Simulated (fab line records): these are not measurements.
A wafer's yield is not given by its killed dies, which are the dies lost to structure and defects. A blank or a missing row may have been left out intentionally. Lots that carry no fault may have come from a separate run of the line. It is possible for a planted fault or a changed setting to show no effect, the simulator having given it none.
A lot that was struck, set against a sound lot | flow sfqLine | 14 out of 325 route steps
Sound: these wafers, L500.3, L500.4, L500.6. Wafers struck: L502.1, L502.3, L502.6. The cause is named last.
Per side, at each step with rows, come the tool, then ch with its chambers, and then its first start. Under that, the readings that differ: sound wafers | struck wafers | difference of the means | sigmas: that difference in standard deviations of wafers without a fault.
alike: a reading whose means differ by less than 2 such deviations, as well as words and numbers matching on both sides. not compared: withheld readings; readings where some wafer has no value; bounds like >300 that might hide an equal value; numbers whose values overlap and for which the record gives no deviation.
Wherever a step has rows on one side only, a row that says differs or no value, or a row with sigmas, the two part there. Non-overlapping numbers with no deviation appear without sigmas and do not part them. A reading that every wafer of one side lacks parts them only if that side has two wafers or more.

first, 6 steps without rows for these wafers: SFQ_TRILAYER_M7_LITHO_COAT_182 (resist thk 62 nm); SFQ_TRILAYER_M7_LITHO_COAT_177 (resist thk 600 nm); SFQ_TRILAYER_M7_LITHO_SOFTBAKE_181; SFQ_TRILAYER_M7_LITHO_EXPOSE_178 (exposes mask M7, target cd 500 nm); SFQ_TRILAYER_M7_LITHO_PEB_180 (peb time 60 s); SFQ_TRILAYER_M7_LITHO_DEVELOP_179 (time 60 s).
SFQ_M7_OVL_MEAS_945:
  sound: overlay-01 at day 80 10:47; struck: overlay-01 at day 81 04:12
  alike: M7_OVL
SFQ_TRILAYER_M7_BARC_OPEN_METAL_ETCH_229: etches BARC in O2, target depth 125 nm, time 41.7 s.
  sound on rieMetal-02 ch 0,1, day 80 10:50; struck on rieMetal-02 ch 0, day 81 04:14
  alike: chamberPressureMTorr, drypumpMotorCurrentA, oesProductAu
  not compared: rfHoursCounterH
SFQ_TRILAYER_M7_ETCH_METAL_ETCH_180: etches Nb in Cl2/Ar, stops on SiO2, target depth 240 nm, time 120 s.
  sound on rieMetal-02 ch 0,1, day 80 10:57; struck on rieMetal-02 ch 0, day 81 04:18
  alike: chamberPressureMTorr, drypumpMotorCurrentA, oesProductAu
  not compared: rfHoursCounterH
SFQ_TRILAYER_M7_STRIP_STRIP_181: strips in O2.
  sound on rieMetal-02 ch 0,1, day 80 11:20; struck on rieMetal-02 ch 0, day 81 04:25
  alike: chamberPressureMTorr, drypumpMotorCurrentA, oesProductAu
  not compared: rfHoursCounterH
then, 1 step without rows for these wafers: SFQ_TRILAYER_M7_STRIP_SOLV_CLEAN_182 (cleans in NMP, time 600 s).
SFQ_TRILAYER_I7_DEP_PECVD_183: deposits SiO2 from SiH4/N2O, time 111.11 s, target thk 500 nm.
  sound on pecvd-01 ch 1,2, day 80 12:02; struck on pecvd-02 ch 1,2, day 81 05:15
  alike: heaterPowerW, susceptorTempC, throttleValvePct
SFQ_TRILAYER_I7_CMP_CMP_184: polishes SiO2.
  sound on cmp-01 ch 0,1,2, day 80 12:07; struck on cmp-01 ch 1,2,3, day 81 06:37
reading               | sound             | struck            | difference | sigmas
headPressurePsi (psi) | 2.999 2.998 3.003 | 2.322 2.314 2.318 | -0.682     | -99 or more
timeToEndpointS (s)   | 210 210 216       | 271 275 289       | +66        | +10
  alike: motorCurrentA, slurryFilterDpKPa
SFQ_I7_BOW_MEAS_946:
  sound: filmMetro-03 at day 80 15:10; struck: filmMetro-04 at day 81 09:37
  alike: I7_BOW

== WHERE THEY PART ==
Only at SFQ_TRILAYER_I7_CMP_CMP_184, as far as this record shows. Later steps at which nothing parts them and some readings are alike: SFQ_I7_BOW_MEAS_946.

WHY: what the simulator had put in
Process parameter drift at SFQ_TRILAYER_I7_CMP_CMP_184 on cmp-01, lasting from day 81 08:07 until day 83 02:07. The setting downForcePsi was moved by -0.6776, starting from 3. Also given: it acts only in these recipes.
